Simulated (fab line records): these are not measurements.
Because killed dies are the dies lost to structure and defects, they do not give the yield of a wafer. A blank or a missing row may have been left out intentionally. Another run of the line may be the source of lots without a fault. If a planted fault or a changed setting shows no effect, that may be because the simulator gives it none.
The same fault as seen by 2 desks -- flow gf180mcu -- each desk holds nothing but its own numbers, with what lay behind them at the end

TOOL OWNER'S DESK, litho track-01
Per lot that ran on this tool, the mean of the sampled wafers carrying a number, from the tool's own readings at GF_M1_SOFTBAKE_10 (time 60 s). If a lot's mean is further than 4 standard deviations from the usual mean, the lot is out of limits and carries the mark OUT (the distance appears in the brackets).
Columns: A = heater power total W at GF_M1_SOFTBAKE_10, usual 93.05 W; B = resist line temp C at GF_M1_SOFTBAKE_10, usual 22.97 C; C = run length s at GF_M1_SOFTBAKE_10, usual 89.11 s
lot,first seen here,A,B,C
L210,day 18 12:46,93.06,22.94,89.01
L212,day 19 08:26,93.04,22.95,89.27
L214,day 19 22:53,93.07,23.09,89.19
L217,day 20 23:38,93.04,22.88,89.07
L218,day 21 14:46,93.03,23.12,89.10
L220,day 22 07:55,93.04,22.91,89.05
L225,day 23 20:19,102.80 (+99 or more) OUT,22.88,73.44 (-99 or more) OUT
L226,day 24 02:14,102.78 (+99 or more) OUT,22.87,73.61 (-99 or more) OUT
Finding of this desk: L225, L226 out of limits; the first was L225 at day 23 20:19, on heater power total W at GF_M1_SOFTBAKE_10. L210, L212, L214, L217, L218, L220: within limits.

FROM THE METROLOGY DESK
Means of the sampled wafers that have a number, per lot and without regard to the tool the lot ran on: this is what the gauges read. If a lot's mean is further than 4 standard deviations from the usual mean, the lot is out of limits and carries the mark OUT (the distance appears in the brackets).
Columns: A = cd nm at GF_M1_CD_MEAS_14, usual 229.5 nm; B = M2_ALCU_THK at GF_M2_THK_MEAS_06, usual 446 nm; C = M2_OVL at GF_M2_OVL_MEAS_15, usual -1 nm
lot,first seen here,A,B,C
L210,day 19 00:22,229.6,444,1
L211,day 19 13:40,232.3,444,5
L212,day 19 21:37,230.4,442,-2
L214,day 20 10:55,228.6,453,-0
L216,day 21 05:41,229.9,431,7
L217,day 21 12:31,229.0,451,1
L218,day 22 03:50,230.1,438,-2
L220,day 22 20:40,227.2,451,14
L225,day 24 08:23,235.2 (+4.0) OUT,445,-6
L226,day 24 13:34,233.5,446,-5
L227,day 25 02:28,229.9,450,-2
L232,day 26 10:31,229.1,454,1
L233,day 26 15:03,230.1,444,-11
Finding of this desk: L225 out of limits; the first was L225 at day 24 08:23, on cd nm at GF_M1_CD_MEAS_14. L210, L211, L212, L214, L216, L217, L218, L220, L226, L227, L232, L233: within limits.

ALL TOGETHER
The tool owner's desk had the chance to raise an alarm at day 23 20:19 on L225, L226.
Metrology desk: alarm possible at day 24 08:23 on L225.
The metrology desk has L226 on record, within its limits.
On litho track-01, each named lot ran GF_M1_SOFTBAKE_10.

WHAT WAS PUT IN BY THE SIMULATOR
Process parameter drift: litho track-01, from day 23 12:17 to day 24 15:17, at GF_M1_SOFTBAKE_10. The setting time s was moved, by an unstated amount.
Shown lots that were struck: L225, L226.
Time in hours from fault onset to the first out-of-limits reading at each desk: tool owner's desk 8, metrology desk 20.
